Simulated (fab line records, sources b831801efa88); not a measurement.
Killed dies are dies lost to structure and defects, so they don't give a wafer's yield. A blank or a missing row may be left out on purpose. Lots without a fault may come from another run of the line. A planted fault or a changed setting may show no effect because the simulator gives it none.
fab line records | flow sky130
record lots=5 wafers=15 last_day=49
route steps=708 shown VT_ADJUST_HVTP@87 VT_ADJUST_LVTN@97 VT_ADJUST_NCORE@119
lots that met no fault: from a run of the same line without faults
start_h: hours from the record's first day to the start of the lot's first wafer shown | wait_h: hours since the lot's step before | " the same as in the row above | L1.1+2: a row that stands for several wafers | - no value, or no start given | * or withheld: withheld | < > ~ a bound
route shown NAME@n: a module of which the file shows steps, and the number in the route of the first | usual: mean/standard deviation of fault-free wafers | same: alike in all rows | chamber/n: place in a boat | sites: the reading at each site | _std_site: their standard deviation | _edge_site: outer sites' mean less inner sites' | radius_mm: how far each site lies from the wafer's centre | mask NAME#n: copy n | behind: the tool/chamber that last shaped the wafer | hold: why the lot was held/for how many hours/how that ended | device: the transistor (n, p or np) that didn't switch | end of line: the same wafers' tests at the end of the route | a step without rows: its recipe alone | killed: dies lost to structure and defects at the first sort, not the wafer's yield | map: a wafer's dies, x killed, . not, _ none there
set.NAME: the setting as run; set.NAME@STEP: as run at that earlier step | model.NAME: the simulator's own value behind a step, which no gauge read
lots at some steps of the route; a table a step, a row a wafer
services: from which hour (start_h, from the record's first day; less than 0 if before it) a tool's chamber was out of use, for how many hours, and why
## steps
# step SKY_VT_ADJUST_HVTP_COAT_02
# recipe resist=NOVOLAK spin_rpm=3000 resist_thk_nm=1140
# columns lot.wafer tool chamber start_h wait_h
L080.1+4+6 litho_track-02 0 150.32 0.1
L082.1+2+4 litho_track-02 0 161.52 0.1
L083.3+4+5 litho_track-04 0 171.88 0.1
L084.3+5+6 litho_track-04 0 178.23 0.1
L092.1+4+6 litho_track-02 0 228.52 0.1
# step SKY_VT_ADJUST_HVTP_SOFTBAKE_03
# recipe temp_c=90 time_s=60 resist=NOVOLAK
# usual heater_power_total_W=56.59/0.044 plate_temp_C=89.99/0.12
# same time_s=60
# columns lot.wafer tool chamber start_h wait_h heater_power_total_W plate_temp_C
L080.1 litho_track-02 0 150.47 0.1 56.51 90.10
L080.4 " 0 " " 56.64 89.94
L080.6 " 0 " " 56.60 90.15
L082.1 litho_track-02 0 161.67 0.1 56.54 90.15
L082.2 " 0 " " 56.61 90.04
L082.4 " 0 " " 56.64 90.09
L083.3 litho_track-04 0 172.03 0.1 56.58 90.11
L083.4 " 0 " " 56.69 90.03
L083.5 " 0 " " 56.62 90.10
L084.3 litho_track-04 0 178.38 0.1 56.60 89.86
L084.5 " 0 " " 56.60 89.89
L084.6 " 0 " " 56.58 90.16
L092.1 litho_track-02 0 228.67 0.1 56.64 89.93
L092.4 " 0 " " 56.65 89.96
L092.6 " 0 " " 56.59 89.85
# step SKY_VT_ADJUST_HVTP_EXPOSE_04
# recipe mask_id=HVTPM na=0.6 source_shape=conventional sigma_outer=0.6 polarization=unpolarized target_cd_nm=380 dose_mj=140
# usual focus_offset_nm=0.1/0.53
# columns lot.wafer tool chamber start_h wait_h mask focus_offset_nm
L080.1 iline_stepper-02 0 - - HVTPM#0 0.3
L080.4 " 0 " " HVTPM#0 0.6
L080.6 " 0 " " HVTPM#0 -0.7
L082.1 iline_stepper-02 0 - - HVTPM#0 0.4
L082.2 " 0 " " HVTPM#0 -0.2
L082.4 " 0 " " HVTPM#0 0.0
L083.3 iline_stepper-01 0 - - HVTPM#0 0.2
L083.4 " 0 " " HVTPM#0 -0.3
L083.5 " 0 " " HVTPM#0 0.3
L084.3 iline_stepper-02 0 - - HVTPM#0 0.5
L084.5 " 0 " " HVTPM#0 0.5
L084.6 " 0 " " HVTPM#0 -0.5
L092.1 iline_stepper-01 0 - - HVTPM#0 0.3
L092.4 " 0 " " HVTPM#0 0.4
L092.6 " 0 " " HVTPM#0 0.5
# step SKY_VT_ADJUST_HVTP_PEB_05
# recipe temp_c=withheld time_s=* resist=NOVOLAK
# same time_s=*
# columns lot.wafer tool chamber start_h wait_h
L080.1+4+6 litho_track-02 0 - -
L082.1+2+4 litho_track-04 0 - -
L083.3+4+5 litho_track-04 0 - -
L084.3+5+6 litho_track-04 0 - -
L092.1+4+6 litho_track-04 0 - -
# step SKY_VT_ADJUST_HVTP_DEVELOP_06
# recipe resist=NOVOLAK developer=TMAH develop_time_s=60 dev_temp_c=23
# usual developer_temp_C=23.01/0.11
# columns lot.wafer tool chamber start_h wait_h developer_temp_C
L080.1 litho_track-02 0 160.27 0.1 22.99
L080.4 " 0 " " 23.01
L080.6 " 0 " " 23.24
L082.1 litho_track-04 0 171.38 0.1 22.97
L082.2 " 0 " " 22.82
L082.4 " 0 " " 22.90
L083.3 litho_track-04 0 182.23 0.1 22.89
L083.4 " 0 " " 22.95
L083.5 " 0 " " 22.91
L084.3 litho_track-04 0 188.73 0.1 23.12
L084.5 " 0 " " 22.95
L084.6 " 0 " " 23.06
L092.1 litho_track-04 0 240.13 0.1 23.05
L092.4 " 0 " " 22.92
L092.6 " 0 " " 22.75
# step SKY_VT_ADJUST_HVTP_CD_MEAS_07
# recipe target_cd_nm=380
# usual cd_nm=380.1/2.6
# columns lot.wafer tool chamber start_h wait_h cd_nm
L080.1 cd_sem-02 - 160.42 0.1 376.0
L080.4 " - " " 376.0
L080.6 " - " " 377.0
L082.1 cd_sem-02 - 171.53 0.1 381.3
L082.2 " - " " 381.1
L082.4 " - " " 381.1
L083.3 cd_sem-02 - 182.37 0.1 382.9
L083.4 " - " " 384.2
L083.5 " - " " 382.3
L084.3 cd_sem-01 - 188.87 0.1 382.0
L084.5 " - " " 380.3
L084.6 " - " " 381.6
L092.1 cd_sem-01 - 240.28 0.1 380.6
L092.4 " - " " 378.9
L092.6 " - " " 379.2
# step SKY_VT_ADJUST_HVTP_OVL_MEAS_08
# usual VT_ADJUST_HVTP_OVL=0.1/1.3
# columns lot.wafer tool chamber start_h wait_h VT_ADJUST_HVTP_OVL[nm]
L080.1 overlay-01 - 160.54 0.1 0.0
L080.4 " - " " -1.0
L080.6 " - " " -0.2
L082.1 overlay-02 - 171.65 0.1 -1.2
L082.2 " - " " -1.1
L082.4 " - " " -1.3
L083.3 overlay-01 - 182.46 0.1 -0.2
L083.4 " - " " 1.3
L083.5 " - " " 0.5
L084.3 overlay-01 - 188.96 0.1 2.3
L084.5 " - " " 2.5
L084.6 " - " " 0.7
L092.1 overlay-01 - 240.40 0.1 1.6
L092.4 " - " " 1.8
L092.6 " - " " 2.2
# step SKY_VT_ADJUST_HVTP_IMPLANT_09
# recipe species=As energy_kev=150 dose_cm2=4.3e+12 tilt_deg=withheld
# columns lot.wafer tool chamber start_h wait_h
L080.1+4+6 implanter-03 0 160.57 0.0
L082.1+2+4 implanter-02 0 171.69 0.0
L083.3+4+5 implanter-03 0 182.54 0.1
L084.3+5+6 implanter-04 0 189.04 0.1
L092.1+4+6 implanter-03 0 240.44 0.0
# step SKY_VT_ADJUST_HVTP_STRIP_10
# recipe chemistry=O2/N2 power_w=1400 pressure_mtorr=1500 platen_temp_c=withheld o2_flow_sccm=3000 n2_flow_sccm=300 overash_fraction=0.5
# usual drypump_motor_current_A=5.4/0.55 oes_product_au=0.716/0.0047 strip_time_to_endpoint_s=14.16/0.035
# columns lot.wafer tool chamber start_h wait_h drypump_motor_current_A oes_product_au rf_hours_counter_h strip_time_to_endpoint_s
L080.1 plasma_asher-04 0 160.72 0.1 5.5 0.713 4 14.20
L080.4 " 0 " " 5.5 0.725 - 14.18
L080.6 " 1 " " 5.0 0.716 - 14.22
L082.1 plasma_asher-01 0 171.84 0.1 6.2 0.722 50 14.15
L082.2 " 1 " " 6.0 0.712 50 14.24
L082.4 " 1 " " 6.0 0.715 - 14.19
L083.3 plasma_asher-02 0 182.67 0.1 4.8 0.706 - 14.13
L083.4 " 1 " " 5.0 0.711 - 14.15
L083.5 " 1 " " 5.0 0.717 - 14.13
L084.3 plasma_asher-02 0 189.17 0.1 4.8 0.718 - 14.15
L084.5 " 1 " " 5.0 0.722 - 14.15
L084.6 " 0 " " 4.8 0.722 - 14.16
L092.1 plasma_asher-01 1 240.59 0.1 6.1 0.715 57 14.13
L092.4 " 1 " " 6.0 0.717 - 14.16
L092.6 " 1 " " 6.0 0.718 - 14.19
# step SKY_VT_ADJUST_HVTP_TW_MEAS_11
# usual VT_ADJUST_HVTP_TW=1364/10
# columns lot.wafer tool chamber start_h wait_h VT_ADJUST_HVTP_TW
L080.1 film_metro-01 - 160.82 0.1 1379
L080.4 " - " " 1376
L080.6 " - " " 1384
L082.1 film_metro-01 - 171.94 0.1 1366
L082.2 " - " " 1367
L082.4 " - " " 1367
L083.3 film_metro-04 - 182.76 0.1 1360
L083.4 " - " " 1357
L083.5 " - " " 1356
L084.3 film_metro-04 - 189.26 0.1 1358
L084.5 " - " " 1364
L084.6 " - " " 1358
L092.1 film_metro-01 - 240.69 0.1 1371
L092.4 " - " " 1366
L092.6 " - " " 1375
# step SKY_VT_ADJUST_LVTN_DEHYDRATE_00
# recipe temp_c=200 time_s=60
# usual heater_power_total_W=160.37/0.12 plate_temp_C=199.98/0.16
# same time_s=60
# columns lot.wafer tool chamber start_h wait_h heater_power_total_W plate_temp_C
L080.1 litho_track-01 0 170.21 9.4 160.51 199.95
L080.4 " 0 " " 160.34 199.92
L080.6 " 0 " " 160.19 199.67
L082.1 litho_track-03 0 181.77 9.8 160.38 199.79
L082.2 " 0 " " 160.31 200.20
L082.4 " 0 " " 160.32 200.09
L083.3 litho_track-03 0 192.27 9.5 160.54 199.94
L083.4 " 0 " " 160.49 199.85
L083.5 " 0 " " 160.57 200.12
L084.3 litho_track-03 0 198.82 9.6 160.40 199.72
L084.5 " 0 " " 160.38 199.97
L084.6 " 0 " " 160.40 199.87
L092.1 litho_track-04 0 251.03 10.3 160.55 199.90
L092.4 " 0 " " 160.60 199.82
L092.6 " 0 " " 160.37 199.82
# step SKY_VT_ADJUST_LVTN_HMDS_01
# recipe prime_time_s=60 prime_temp_c=120
# columns lot.wafer tool chamber start_h wait_h
L080.1+4+6 litho_track-01 0 170.36 0.1
L082.1+2+4 litho_track-03 0 181.92 0.1
L083.3+4+5 litho_track-03 0 192.42 0.1
L084.3+5+6 litho_track-03 0 198.97 0.1
L092.1+4+6 litho_track-04 0 251.18 0.1
# step SKY_VT_ADJUST_LVTN_COAT_02
# recipe spin_rpm=2000 resist_thk_nm=3000
# columns lot.wafer tool chamber start_h wait_h
L080.1+4+6 litho_track-01 0 170.51 0.1
L082.1+2+4 litho_track-03 0 182.07 0.1
L083.3+4+5 litho_track-03 0 192.57 0.1
L084.3+5+6 litho_track-03 0 199.12 0.1
L092.1+4+6 litho_track-04 0 251.33 0.1
# step SKY_VT_ADJUST_LVTN_SOFTBAKE_03
# recipe temp_c=110 time_s=withheld
# usual heater_power_total_W=65.32/0.14 plate_temp_C=110.01/0.13
# columns lot.wafer tool chamber start_h wait_h heater_power_total_W plate_temp_C
L080.1 litho_track-01 0 170.66 0.1 65.13 109.85
L080.4 " 0 " " 65.19 110.20
L080.6 " 0 " " 65.53 110.14
L082.1 litho_track-03 0 182.22 0.1 65.50 110.29
L082.2 " 0 " " 65.23 110.28
L082.4 " 0 " " 65.23 110.17
L083.3 litho_track-03 0 192.74 0.1 65.25 110.00
L083.4 " 0 " " 65.55 109.98
L083.5 " 0 " " 65.17 110.04
L084.3 litho_track-03 0 199.29 0.1 65.04 109.92
L084.5 " 0 " " 65.21 109.84
L084.6 " 0 " " 65.14 109.89
L092.1 litho_track-04 0 251.48 0.1 65.03 110.08
L092.4 " 0 " " 65.49 110.24
L092.6 " 0 " " 65.29 110.00
# step SKY_VT_ADJUST_LVTN_EXPOSE_04
# recipe mask_id=NWM_COMPLEMENT_LESS_NATIVE na=0.6 source_shape=conventional sigma_outer=0.6 polarization=unpolarized target_cd_nm=840 dose_mj=194
# usual focus_offset_nm=-0.1/0.49
# columns lot.wafer tool chamber start_h wait_h mask focus_offset_nm
L080.1 iline_stepper-02 0 - - NWM_COMPLEMENT_LESS_NATIVE#0 -0.3
L080.4 " 0 " " NWM_COMPLEMENT_LESS_NATIVE#0 0.3
L080.6 " 0 " " NWM_COMPLEMENT_LESS_NATIVE#0 0.3
L082.1 iline_stepper-01 0 - - NWM_COMPLEMENT_LESS_NATIVE#0 0.5
L082.2 " 0 " " NWM_COMPLEMENT_LESS_NATIVE#0 0.5
L082.4 " 0 " " NWM_COMPLEMENT_LESS_NATIVE#0 1.0
L083.3 iline_stepper-02 0 - - NWM_COMPLEMENT_LESS_NATIVE#0 0.2
L083.4 " 0 " " NWM_COMPLEMENT_LESS_NATIVE#0 0.0
L083.5 " 0 " " NWM_COMPLEMENT_LESS_NATIVE#0 0.6
L084.3 iline_stepper-02 0 - - NWM_COMPLEMENT_LESS_NATIVE#0 0.2
L084.5 " 0 " " NWM_COMPLEMENT_LESS_NATIVE#0 -0.2
L084.6 " 0 " " NWM_COMPLEMENT_LESS_NATIVE#0 0.4
L092.1 iline_stepper-01 0 - - NWM_COMPLEMENT_LESS_NATIVE#0 -0.3
L092.4 " 0 " " NWM_COMPLEMENT_LESS_NATIVE#0 0.2
L092.6 " 0 " " NWM_COMPLEMENT_LESS_NATIVE#0 -0.1
# step SKY_VT_ADJUST_LVTN_PEB_05
# recipe temp_c=115 time_s=withheld
# usual heater_power_total_W=69.33/0.12 plate_temp_C=115.02/0.14
# columns lot.wafer tool chamber start_h wait_h heater_power_total_W plate_temp_C
L080.1 litho_track-04 0 - - 69.17 115.06
L080.4 " 0 " " 69.14 115.15
L080.6 " 0 " " 69.25 114.95
L082.1 litho_track-03 0 - - 69.43 115.27
L082.2 " 0 " " 69.39 115.05
L082.4 " 0 " " 69.17 115.00
L083.3 litho_track-01 0 - - 69.49 115.21
L083.4 " 0 " " 69.46 115.11
L083.5 " 0 " " 69.49 115.06
L084.3 litho_track-04 0 - - 69.18 114.91
L084.5 " 0 " " 69.42 115.22
L084.6 " 0 " " 69.41 114.97
L092.1 litho_track-01 0 - - 69.05 114.91
L092.4 " 0 " " 69.02 114.97
L092.6 " 0 " " 69.24 115.01
# step SKY_VT_ADJUST_LVTN_DEVELOP_06
# recipe wall_angle_deg=90 developer=TMAH develop_time_s=60 dev_temp_c=23
# usual developer_temp_C=23.01/0.097
# columns lot.wafer tool chamber start_h wait_h developer_temp_C
L080.1 litho_track-04 0 - - 23.09
L080.4 " 0 " " 23.20
L080.6 " 0 " " 23.27
L082.1 litho_track-03 0 - - 23.12
L082.2 " 0 " " 23.17
L082.4 " 0 " " 23.11
L083.3 litho_track-01 0 - - 23.07
L083.4 " 0 " " 23.13
L083.5 " 0 " " 23.15
L084.3 litho_track-04 0 - - 22.77
L084.5 " 0 " " 23.02
L084.6 " 0 " " 22.92
L092.1 litho_track-01 0 - - 23.13
L092.4 " 0 " " 23.13
L092.6 " 0 " " 22.98
# step SKY_VT_ADJUST_LVTN_OVL_MEAS_07
# usual VT_ADJUST_LVTN_OVL=-1.2/1.3
# columns lot.wafer tool chamber start_h wait_h VT_ADJUST_LVTN_OVL[nm]
L080.1 overlay-02 - 181.13 - 0.0
L080.4 " - " " 0.6
L080.6 " - " " -0.1
L082.1 overlay-02 - 192.22 - -0.9
L082.2 " - " " -1.5
L082.4 " - " " 0.5
L083.3 overlay-01 - 202.87 - -2.4
L083.4 " - " " -0.2
L083.5 " - " " -2.1
L084.3 overlay-01 - 209.94 - -2.4
L084.5 " - " " -1.6
L084.6 " - " " -0.9
L092.1 overlay-02 - 264.06 - -0.3
L092.4 " - " " -1.6
L092.6 " - " " 1.4
# step SKY_VT_ADJUST_LVTN_IMPLANT_08
# recipe species=B energy_kev=30 dose_cm2=1.57e+12 tilt_deg=withheld
# columns lot.wafer tool chamber start_h wait_h
L080.1+4+6 implanter-01 0 181.17 0.0
L082.1+2+4 implanter-04 0 192.26 0.0
L083.3+4+5 implanter-04 0 202.94 0.1
L084.3+5+6 implanter-03 0 210.02 0.1
L092.1+4+6 implanter-04 0 264.09 0.0
# step SKY_VT_ADJUST_LVTN_STRIP_09
# recipe chemistry=O2/N2 power_w=1400 pressure_mtorr=1500 platen_temp_c=withheld o2_flow_sccm=3000 n2_flow_sccm=300 overash_fraction=0.5
# usual drypump_motor_current_A=5.13/0.22 oes_product_au=0.723/0.0043 strip_time_to_endpoint_s=36.88/0.1
# columns lot.wafer tool chamber start_h wait_h drypump_motor_current_A oes_product_au rf_hours_counter_h strip_time_to_endpoint_s
L080.1 plasma_asher-03 0 181.32 0.1 5.12 0.725 47 36.70
L080.4 " 0 " " 5.10 0.722 - 36.74
L080.6 " 1 " " 5.32 0.717 - 36.72
L082.1 plasma_asher-02 0 192.41 0.1 4.79 0.719 40 36.93
L082.2 " 1 " " 5.03 0.725 40 36.80
L082.4 " 1 " " 5.03 0.727 - 36.78
L083.3 plasma_asher-04 0 203.08 0.1 5.44 0.722 - 36.87
L083.4 " 1 " " 4.96 0.723 - 36.87
L083.5 " 1 " " 4.95 0.724 - 36.76
L084.3 plasma_asher-04 0 210.15 0.1 5.45 0.726 - 36.90
L084.5 " 1 " " 4.92 0.725 - 36.87
L084.6 " 0 " " 5.45 0.721 - 36.84
L092.1 plasma_asher-04 0 264.24 0.1 5.45 0.724 13 37.01
L092.4 " 1 " " 4.95 0.722 - 37.04
L092.6 " 0 " " 5.44 0.718 - 37.01
# step SKY_VT_ADJUST_LVTN_TW_MEAS_10
# usual VT_ADJUST_LVTN_TW=242.1/2.6
# columns lot.wafer tool chamber start_h wait_h VT_ADJUST_LVTN_TW
L080.1 film_metro-01 - 181.42 0.1 245.1
L080.4 " - " " 243.3
L080.6 " - " " 243.1
L082.1 film_metro-04 - 192.51 0.1 240.7
L082.2 " - " " 241.1
L082.4 " - " " 241.4
L083.3 film_metro-04 - 203.16 0.1 239.6
L083.4 " - " " 242.3
L083.5 " - " " 241.7
L084.3 film_metro-01 - 210.24 0.1 243.0
L084.5 " - " " 242.9
L084.6 " - " " 243.8
L092.1 film_metro-01 - 264.34 0.1 244.4
L092.4 " - " " 244.3
L092.6 " - " " 245.9
# step SKY_VT_ADJUST_LVTN_DEHYDRATE_11
# recipe temp_c=200 time_s=60
# usual heater_power_total_W=160.38/0.13 plate_temp_C=200.03/0.14
# same time_s=60
# columns lot.wafer tool chamber start_h wait_h heater_power_total_W plate_temp_C
L080.1 litho_track-03 0 190.67 9.2 160.58 199.90
L080.4 " 0 " " 160.59 200.08
L080.6 " 0 " " 160.41 200.16
L082.1 litho_track-03 0 201.87 9.4 160.45 200.03
L082.2 " 0 " " 160.30 200.14
L082.4 " 0 " " 160.22 200.01
L083.3 litho_track-04 0 214.13 11.0 160.34 199.73
L083.4 " 0 " " 160.28 199.83
L083.5 " 0 " " 160.48 199.98
L084.3 litho_track-04 0 220.73 10.5 160.32 200.01
L084.5 " 0 " " 160.44 200.22
L084.6 " 0 " " 160.18 200.25
L092.1 litho_track-04 0 274.68 10.3 160.44 199.89
L092.4 " 0 " " 160.50 200.02
L092.6 " 0 " " 160.36 199.97
# step SKY_VT_ADJUST_LVTN_HMDS_12
# recipe prime_time_s=60 prime_temp_c=120
# columns lot.wafer tool chamber start_h wait_h
L080.1+4+6 litho_track-03 0 190.82 0.1
L082.1+2+4 litho_track-03 0 202.02 0.1
L083.3+4+5 litho_track-04 0 214.28 0.1
L084.3+5+6 litho_track-04 0 220.88 0.1
L092.1+4+6 litho_track-04 0 274.83 0.1
# step SKY_VT_ADJUST_LVTN_COAT_13
# recipe resist=NOVOLAK spin_rpm=3000 resist_thk_nm=1140
# columns lot.wafer tool chamber start_h wait_h
L080.1+4+6 litho_track-03 0 190.97 0.1
L082.1+2+4 litho_track-03 0 202.17 0.1
L083.3+4+5 litho_track-04 0 214.43 0.1
L084.3+5+6 litho_track-04 0 221.03 0.1
L092.1+4+6 litho_track-04 0 274.98 0.1
# step SKY_VT_ADJUST_LVTN_SOFTBAKE_14
# recipe temp_c=90.44 time_s=60 resist=NOVOLAK
# usual heater_power_total_W=56.98/0.043 plate_temp_C=90.43/0.13
# same time_s=60
# columns lot.wafer tool chamber start_h wait_h heater_power_total_W plate_temp_C
L080.1 litho_track-03 0 191.12 0.1 56.96 90.26
L080.4 " 0 " " 56.95 90.36
L080.6 " 0 " " 56.93 90.35
L082.1 litho_track-03 0 202.32 0.1 56.97 90.51
L082.2 " 0 " " 57.00 90.47
L082.4 " 0 " " 56.95 90.63
L083.3 litho_track-04 0 214.58 0.1 56.95 90.27
L083.4 " 0 " " 56.99 90.64
L083.5 " 0 " " 56.97 90.43
L084.3 litho_track-04 0 221.18 0.1 56.97 90.59
L084.5 " 0 " " 56.91 90.52
L084.6 " 0 " " 57.01 90.43
L092.1 litho_track-04 0 275.13 0.1 56.92 90.43
L092.4 " 0 " " 56.97 90.24
L092.6 " 0 " " 56.96 90.36
# step SKY_VT_ADJUST_LVTN_EXPOSE_15
# recipe mask_id=HVN_STD_DERIVED na=0.6 source_shape=conventional sigma_outer=0.6 polarization=unpolarized target_cd_nm=600 dose_mj=163
# usual focus_offset_nm=0.0/0.58
# columns lot.wafer tool chamber start_h wait_h mask focus_offset_nm
L080.1 iline_stepper-02 0 - - HVN_STD_DERIVED#0 -0.4
L080.4 " 0 " " HVN_STD_DERIVED#0 0.2
L080.6 " 0 " " HVN_STD_DERIVED#0 -0.7
L082.1 iline_stepper-01 0 - - HVN_STD_DERIVED#0 0.6
L082.2 " 0 " " HVN_STD_DERIVED#0 0.4
L082.4 " 0 " " HVN_STD_DERIVED#0 0.9
L083.3 iline_stepper-02 0 - - HVN_STD_DERIVED#0 -0.6
L083.4 " 0 " " HVN_STD_DERIVED#0 -0.8
L083.5 " 0 " " HVN_STD_DERIVED#0 -1.0
L084.3 iline_stepper-01 0 - - HVN_STD_DERIVED#0 0.9
L084.5 " 0 " " HVN_STD_DERIVED#0 -0.3
L084.6 " 0 " " HVN_STD_DERIVED#0 1.0
L092.1 iline_stepper-02 0 - - HVN_STD_DERIVED#0 0.2
L092.4 " 0 " " HVN_STD_DERIVED#0 -0.7
L092.6 " 0 " " HVN_STD_DERIVED#0 -0.4
# step SKY_VT_ADJUST_LVTN_PEB_16
# recipe temp_c=withheld time_s=* resist=NOVOLAK
# same time_s=*
# columns lot.wafer tool chamber start_h wait_h
L080.1+4+6 litho_track-01 0 - -
L082.1+2+4 litho_track-03 0 - -
L083.3+4+5 litho_track-01 0 - -
L084.3+5+6 litho_track-03 0 - -
L092.1+4+6 litho_track-04 0 - -
# step SKY_VT_ADJUST_LVTN_DEVELOP_17
# recipe resist=NOVOLAK developer=TMAH develop_time_s=60 dev_temp_c=23
# usual developer_temp_C=23.00/0.13
# columns lot.wafer tool chamber start_h wait_h developer_temp_C
L080.1 litho_track-01 0 201.56 0.1 23.08
L080.4 " 0 " " 23.17
L080.6 " 0 " " 23.13
L082.1 litho_track-03 0 213.32 0.1 23.06
L082.2 " 0 " " 22.98
L082.4 " 0 " " 22.93
L083.3 litho_track-01 0 225.76 0.1 23.04
L083.4 " 0 " " 23.04
L083.5 " 0 " " 22.87
L084.3 litho_track-03 0 232.57 0.1 23.07
L084.5 " 0 " " 22.96
L084.6 " 0 " " 23.01
L092.1 litho_track-04 0 287.28 0.1 22.85
L092.4 " 0 " " 22.93
L092.6 " 0 " " 22.95
# step SKY_VT_ADJUST_LVTN_OVL_MEAS_18
# usual VT_ADJUST_LVTN_01_OVL=0.6/1.5
# columns lot.wafer tool chamber start_h wait_h VT_ADJUST_LVTN_01_OVL[nm]
L080.1 overlay-01 - 201.71 0.1 -0.9
L080.4 " - " " -1.9
L080.6 " - " " 1.5
L082.1 overlay-02 - 213.47 0.1 2.5
L082.2 " - " " 1.9
L082.4 " - " " 3.9
L083.3 overlay-01 - 225.87 0.1 0.3
L083.4 " - " " 0.2
L083.5 " - " " 1.0
L084.3 overlay-02 - 232.68 0.1 2.7
L084.5 " - " " 2.7
L084.6 " - " " 3.9
L092.1 overlay-01 - 287.43 0.1 -0.2
L092.4 " - " " -0.2
L092.6 " - " " -1.1
# step SKY_VT_ADJUST_LVTN_IMPLANT_19
# recipe species=B energy_kev=30 dose_cm2=6.5e+11 tilt_deg=withheld
# columns lot.wafer tool chamber start_h wait_h
L080.1+4+6 implanter-03 0 201.74 0.0
L082.1+2+4 implanter-01 0 213.50 0.0
L083.3+4+5 implanter-04 0 225.94 0.1
L084.3+5+6 implanter-01 0 232.75 0.1
L092.1+4+6 implanter-01 0 287.47 0.0
# step SKY_VT_ADJUST_LVTN_STRIP_20
# recipe chemistry=O2/N2 power_w=1400 pressure_mtorr=1500 platen_temp_c=withheld o2_flow_sccm=3000 n2_flow_sccm=300 overash_fraction=0.5
# usual drypump_motor_current_A=5.10/0.21 oes_product_au=0.715/0.0046 strip_time_to_endpoint_s=14.15/0.04
# columns lot.wafer tool chamber start_h wait_h drypump_motor_current_A oes_product_au rf_hours_counter_h strip_time_to_endpoint_s
L080.1 plasma_asher-04 0 201.89 0.1 5.45 0.716 8 14.14
L080.4 " 0 " " 5.45 0.716 - 14.16
L080.6 " 0 " " 5.43 0.712 - 14.19
L082.1 plasma_asher-04 0 213.65 0.1 5.47 0.717 9 14.17
L082.2 " 1 " " 4.96 0.715 9 14.15
L082.4 " 1 " " 4.98 0.712 - 14.17
L083.3 plasma_asher-04 1 226.07 0.1 4.92 0.723 - 14.16
L083.4 " 0 " " 5.45 0.714 - 14.19
L083.5 " 0 " " 5.43 0.726 - 14.20
L084.3 plasma_asher-03 1 232.89 0.1 5.32 0.710 - 14.13
L084.5 " 1 " " 5.31 0.711 - 14.16
L084.6 " 0 " " 5.09 0.716 - 14.15
L092.1 plasma_asher-03 0 287.62 0.1 5.08 0.718 58 14.19
L092.4 " 1 " " 5.31 0.713 - 14.19
L092.6 " 0 " " 5.11 0.713 - 14.19
# step SKY_VT_ADJUST_LVTN_TW_MEAS_21
# usual VT_ADJUST_LVTN_2_TW=187.9/2.2
# columns lot.wafer tool chamber start_h wait_h VT_ADJUST_LVTN_2_TW
L080.1 film_metro-02 - 201.99 0.1 187.8
L080.4 " - " " 185.6
L080.6 " - " " 184.6
L082.1 film_metro-04 - 213.75 0.1 188.9
L082.2 " - " " 188.0
L082.4 " - " " 189.0
L083.3 film_metro-02 - 226.16 0.1 187.3
L083.4 " - " " 187.8
L083.5 " - " " 187.8
L084.3 film_metro-02 - 232.97 0.1 187.4
L084.5 " - " " 186.5
L084.6 " - " " 186.9
L092.1 film_metro-01 - 287.72 0.1 190.8
L092.4 " - " " 191.0
L092.6 " - " " 192.0
# step SKY_VT_ADJUST_NCORE_DEHYDRATE_00
# recipe temp_c=200 time_s=60
# usual heater_power_total_W=160.35/0.13 plate_temp_C=199.97/0.15
# same time_s=60
# columns lot.wafer tool chamber start_h wait_h heater_power_total_W plate_temp_C
L080.1 litho_track-03 0 211.92 9.9 160.26 200.00
L080.4 " 0 " " 160.33 199.77
L080.6 " 0 " " 160.52 199.77
L082.1 litho_track-03 0 224.02 10.3 160.57 199.94
L082.2 " 0 " " 160.30 199.80
L082.4 " 0 " " 160.31 199.76
L083.3 litho_track-01 0 237.01 10.8 160.30 200.14
L083.4 " 0 " " 160.32 200.12
L083.5 " 0 " " 160.38 199.79
L084.3 litho_track-03 0 243.57 10.6 160.41 200.11
L084.5 " 0 " " 160.21 199.98
L084.6 " 0 " " 160.41 200.05
L092.1 litho_track-03 0 299.17 11.4 160.22 199.94
L092.4 " 0 " " 160.19 199.93
L092.6 " 0 " " 160.46 200.32
# step SKY_VT_ADJUST_NCORE_HMDS_01
# recipe prime_time_s=60 prime_temp_c=120
# columns lot.wafer tool chamber start_h wait_h
L080.1+4+6 litho_track-03 0 212.07 0.1
L082.1+2+4 litho_track-03 0 224.17 0.1
L083.3+4+5 litho_track-01 0 237.16 0.1
L084.3+5+6 litho_track-03 0 243.72 0.1
L092.1+4+6 litho_track-03 0 299.32 0.1
# step SKY_VT_ADJUST_NCORE_COAT_02
# recipe resist=NOVOLAK spin_rpm=3000 resist_thk_nm=1140
# columns lot.wafer tool chamber start_h wait_h
L080.1+4+6 litho_track-03 0 212.22 0.1
L082.1+2+4 litho_track-03 0 224.32 0.1
L083.3+4+5 litho_track-01 0 237.31 0.1
L084.3+5+6 litho_track-03 0 243.87 0.1
L092.1+4+6 litho_track-03 0 299.47 0.1
# step SKY_VT_ADJUST_NCORE_SOFTBAKE_03
# recipe temp_c=90 time_s=60 resist=NOVOLAK
# usual heater_power_total_W=56.59/0.046 plate_temp_C=90.00/0.12
# same time_s=60
# columns lot.wafer tool chamber start_h wait_h heater_power_total_W plate_temp_C
L080.1 litho_track-03 0 212.37 0.1 56.55 89.94
L080.4 " 0 " " 56.53 90.01
L080.6 " 0 " " 56.65 89.91
L082.1 litho_track-03 0 224.47 0.1 56.57 90.14
L082.2 " 0 " " 56.55 89.94
L082.4 " 0 " " 56.61 90.10
L083.3 litho_track-01 0 237.46 0.1 56.65 89.96
L083.4 " 0 " " 56.54 89.99
L083.5 " 0 " " 56.54 90.03
L084.3 litho_track-03 0 244.02 0.1 56.59 90.19
L084.5 " 0 " " 56.58 90.16
L084.6 " 0 " " 56.59 90.12
L092.1 litho_track-03 0 299.62 0.1 56.54 89.90
L092.4 " 0 " " 56.60 89.92
L092.6 " 0 " " 56.63 89.84
## services
# columns tool chamber start_h hours kind
implanter-03 - 149.26 5.2 repair
implanter-02 - 159.52 5.9 pm
plasma_asher-03 - 161.87 0.6 repair
plasma_asher-02 - 164.24 0.3 repair
implanter-04 - 169.18 3.0 repair
plasma_asher-01 - 182.47 1.2 repair
implanter-04 - 196.62 3.9 repair
iline_stepper-02 - 208.15 4.4 pm
iline_stepper-01 - 212.60 4.3 pm
plasma_asher-04 - 218.97 2.8 pm
implanter-03 - 229.80 7.3 repair
iline_stepper-02 - 251.56 1.7 pm
plasma_asher-01 - 263.81 0.4 repair
implanter-03 - 264.97 1.6 repair
implanter-02 - 267.70 4.0 pm
implanter-04 - 279.72 2.3 pm
## key
fault none
